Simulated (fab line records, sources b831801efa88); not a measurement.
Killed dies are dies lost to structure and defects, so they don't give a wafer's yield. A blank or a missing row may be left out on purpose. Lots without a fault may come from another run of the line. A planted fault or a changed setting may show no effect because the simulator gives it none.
Which tool did it? | flow sky130 | 12 lots, 36 wafers sampled, at 4 steps of a route of 708

WHAT THE GAUGES READ, wafer by wafer
SKY_VIA1_RS_MEAS_22: measures by four-point-probe. Usual: VIA1_W_RS 0.428 ohm/sq, standard deviation 0.0061.
lot  | measured     | on            | VIA1_W_RS (ohm/sq) | flag
L823 | day 34 05:29 | film_metro-04 | 0.422 0.432 0.434  |
L824 | day 34 15:18 | film_metro-04 | 0.415 0.418 0.411  |
L826 | day 35 09:19 | film_metro-01 | 0.424 0.427 0.433  |
L829 | day 36 13:54 | film_metro-01 | 0.432 0.432 0.433  |
L831 | day 37 01:13 | film_metro-04 | 0.430 0.427 0.429  |
L832 | day 37 07:04 | film_metro-02 | 0.434 0.429 0.430  |
L837 | day 38 11:59 | film_metro-04 | 0.431 0.428 0.420  |
L838 | day 39 02:02 | film_metro-02 | 0.421 0.433 0.420  |
L839 | day 39 10:59 | film_metro-01 | 0.436 0.418 0.435  |
L841 | day 40 00:47 | film_metro-04 | 0.424 0.425 0.433  |
L844 | day 40 22:55 | film_metro-04 | 0.422 0.426 0.422  |
L845 | day 41 03:31 | film_metro-04 | 0.435 0.429 0.420  |

SKY_METAL2_CD_MEAS_15: target cd 140 nm. Usual: cd_nm 140.1 nm, standard deviation 1.5.
lot  | measured     | on        | cd_nm (nm)        | flag
L823 | day 35 07:56 | cd_sem-01 | 139.3 139.5 139.5 |
L824 | day 35 18:31 | cd_sem-02 | 140.8 140.0 141.7 |
L826 | day 36 12:10 | cd_sem-02 | 140.1 138.4 138.8 |
L829 | day 37 16:14 | cd_sem-02 | 143.0 140.8 142.4 |
L831 | day 38 03:52 | cd_sem-01 | 141.7 140.7 141.2 |
L832 | day 38 09:05 | cd_sem-01 | 139.9 139.7 140.1 |
L837 | day 39 13:29 | cd_sem-01 | 138.5 139.2 138.4 |
L838 | day 40 03:28 | cd_sem-01 | 137.6 136.8 136.1 |
L839 | day 40 12:01 | cd_sem-01 | 140.8 142.6 141.6 |
L841 | day 41 02:29 | cd_sem-02 | 139.4 140.1 140.5 |
L844 | day 41 23:41 | cd_sem-01 | 136.9 138.7 138.5 |
L845 | day 42 03:13 | cd_sem-01 | 140.2 139.2 140.4 |

WHICH TOOL RAN EACH LOT (tool, then ch and the chambers of the sampled wafers, then the start)
lot  | SKY_VT_ADJUST_NCORE_COAT_02       | SKY_VT_ADJUST_NCORE_STRIP_10
L823 | litho_track-01 ch 0, day 8 05:00  | plasma_asher-04 ch 0,1, day 8 16:15
L824 | litho_track-01 ch 0, day 8 16:16  | plasma_asher-04 ch 0,1, day 9 02:43
L826 | litho_track-04 ch 0, day 9 07:11  | plasma_asher-03 ch 0,1, day 9 18:31
L829 | litho_track-03 ch 0, day 10 06:14 | plasma_asher-02 ch 0,1, day 10 18:00
L831 | litho_track-04 ch 0, day 10 14:50 | plasma_asher-03 ch 0,1, day 11 03:06
L832 | litho_track-03 ch 0, day 11 00:17 | plasma_asher-02 ch 0, day 11 12:33
L837 | litho_track-01 ch 0, day 12 06:46 | plasma_asher-03 ch 0, day 12 19:30
L838 | litho_track-03 ch 0, day 12 17:47 | plasma_asher-03 ch 0,1, day 13 06:58
L839 | litho_track-03 ch 0, day 12 22:44 | plasma_asher-04 ch 0,1, day 13 12:07
L841 | litho_track-03 ch 0, day 13 16:44 | plasma_asher-04 ch 1, day 14 05:57
L844 | litho_track-01 ch 0, day 14 12:59 | plasma_asher-03 ch 0,1, day 15 03:18
L845 | litho_track-04 ch 0, day 14 20:23 | plasma_asher-03 ch 0,1, day 15 10:18
- SKY_VT_ADJUST_NCORE_COAT_02: resist thk 1140 nm.
- SKY_VT_ADJUST_NCORE_STRIP_10: strips in O2/N2.

WHAT THE TOOLS THEMSELVES READ (means of the sampled wafers that have a number; where no wafer has one, the mark that the record gives instead)
SKY_VT_ADJUST_NCORE_COAT_02. Usual: dispense_pressure_kPa 50 kPa, standard deviation 3.
lot  | tool           | dispense_pressure_kPa (kPa) | flag
L823 | litho_track-01 | 51                          |
L824 | litho_track-01 | 51                          |
L826 | litho_track-04 | 52                          |
L829 | litho_track-03 | 45                          |
L831 | litho_track-04 | 52                          |
L832 | litho_track-03 | 45                          |
L837 | litho_track-01 | 51                          |
L838 | litho_track-03 | 45                          |
L839 | litho_track-03 | 45                          |
L841 | litho_track-03 | 45                          |
L844 | litho_track-01 | 51                          |
L845 | litho_track-04 | 52                          |

SKY_VT_ADJUST_NCORE_STRIP_10. Usual: chamber_pressure_mTorr 1499.9 mTorr, standard deviation 1.4; drypump_motor_current_A 5.6 A, standard deviation 0.39; oes_product_au 0.716 a.u., standard deviation 0.005; strip_time_to_endpoint_s 14.17 s, standard deviation 0.045.
lot  | tool            | chamber_pressure_mTorr (mTorr) | drypump_motor_current_A (A) | oes_product_au (a.u.) | strip_time_to_endpoint_s (s) | flag
L823 | plasma_asher-04 | 1500.1                         | 5.5                         | 0.712                 | 14.25                        |
L824 | plasma_asher-04 | 1499.2                         | 5.7                         | 0.712                 | 14.22                        |
L826 | plasma_asher-03 | 1500.3                         | 5.5                         | 0.725                 | 14.13                        |
L829 | plasma_asher-02 | 1499.5                         | 5.9                         | 0.716                 | 14.17                        |
L831 | plasma_asher-03 | 1500.1                         | 5.4                         | 0.714                 | 14.21                        |
L832 | plasma_asher-02 | 1501.3                         | 6.1                         | 0.714                 | 14.14                        |
L837 | plasma_asher-03 | 1499.8                         | 4.9                         | 0.714                 | 14.21                        |
L838 | plasma_asher-03 | 1500.1                         | 5.2                         | 0.718                 | 13.86                        | OFF
L839 | plasma_asher-04 | 1500.6                         | 5.7                         | 0.715                 | 13.87                        | OFF
L841 | plasma_asher-04 | 1501.2                         | 5.8                         | 0.715                 | 13.95                        | OFF
L844 | plasma_asher-03 | 1500.2                         | 5.4                         | 0.714                 | 14.20                        |
L845 | plasma_asher-03 | 1499.3                         | 5.2                         | 0.715                 | 14.17                        |

THE ANSWER, worked out from the rows above alone
Rule: a lot is off if the mean of its wafers that have a number lies more than 3 standard deviations from the usual mean. A lot without any number at a reading at which 4 lots or more have one is off too. The other lots that the step has rows for count as sound. The gauges are gone through in route order, then the tools' own readings, and for those a lot's mean is taken as printed above. The first step at which some lot is off is used, and at that step the reading that is off furthest; a lot without a number counts as furthest.
Off: L838, L839, L841, at SKY_VT_ADJUST_NCORE_STRIP_10 (strip_time_to_endpoint_s).
A tool fits if, at that step or a process step before it, it ran every lot that is off, and no sound lot after the first of them. One fits: litho_track-03 at SKY_VT_ADJUST_NCORE_COAT_02. Its last sound lot is L832 (day 11 00:17), its first lot that is off L838 (day 12 17:47): a fault that began between those two fits.

WHAT THE SIMULATOR HAD PUT IN
Process parameter drift: litho_track-03, from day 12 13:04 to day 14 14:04, at SKY_VT_ADJUST_NCORE_COAT_02. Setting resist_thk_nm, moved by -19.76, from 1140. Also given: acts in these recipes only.
Lots struck among those shown: L838, L839, L841. The rule above found the same.
